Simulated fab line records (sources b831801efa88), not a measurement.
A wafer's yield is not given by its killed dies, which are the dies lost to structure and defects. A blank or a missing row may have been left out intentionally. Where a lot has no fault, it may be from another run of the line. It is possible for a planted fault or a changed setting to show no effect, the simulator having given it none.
A single fault, viewed from 2 desks	flow gf180mcu	only its own numbers are on each desk; what lay behind them is given at the end

== THE METROLOGY DESK ==
Lot by lot, what the gauges showed, no matter which tool ran the lot: averages of those sampled wafers that carry a number. A lot is out of limits, marked OUT, if its mean lies more than 4 standard deviations from the usual mean; the brackets give that distance.
Columns: A = LVPWELL_TW at GF_LVPWELL_TW_MEAS_11, usual 555
lot	first seen here	A
L795	day 3 23:08	553
L796	day 4 02:14	561
L799	day 4 18:29	559
L800	day 5 02:02	553
L801	day 5 07:23	557
L802	day 5 12:37	556
L803	day 5 17:48	553
L806	day 6 11:51	550
L812	day 7 22:17	558
L813	day 8 03:20	549
L815	day 8 14:29	549
L816	day 8 19:11	554
L817	day 9 04:20	551
L818	day 9 06:50	558
Result from this desk: across the 14 lots, nothing is out of limits.

== DESK OF THE TOOL OWNER: implanter-03 ==
The tool's own readings at GF_MVSD_IMPLANT_09: means of the sampled wafers that have a number, for each lot that ran on this tool. A lot is out of limits, marked OUT, if its mean lies more than 4 standard deviations from the usual mean; the brackets give that distance.
Columns: A = tiltDeg at GF_MVSD_IMPLANT_09, usual -0.004 degrees
lot	first seen here	A
L795	day 4 12:38	0.017
L796	day 4 15:55	0.004
L800	day 5 16:28	-0.008
L801	day 5 21:53	-0.015
L802	day 6 03:29	6.748 (+99 or more) OUT
L803	day 6 08:38	6.743 (+99 or more) OUT
L806	day 7 03:41	6.701 (+99 or more) OUT
This desk's verdict: out of limits on L802, L803, L806, starting with L802 at day 6 03:29 (tiltDeg at GF_MVSD_IMPLANT_09). L795, L796, L800, L801 stayed within limits.

== ALL TOGETHER ==
The tool owner's desk had the chance to raise an alarm at day 6 03:29 on L802, L803, L806.
From the metrology desk's view, nothing was out of limits.
The metrology desk has L802, L803, L806 on record, within its limits.
On implanter-03, each named lot ran GF_MVSD_IMPLANT_09.

== WHAT THE SIMULATOR HAD INSERTED ==
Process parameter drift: implanter-03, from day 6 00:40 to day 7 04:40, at GF_MVSD_IMPLANT_09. A move of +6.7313 in setting tiltDeg, from 0. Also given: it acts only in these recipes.
Struck lots among those shown: L802, L803, L806.
Each desk's first reading out of limits, in hours after the fault started: the tool owner's desk, 3.
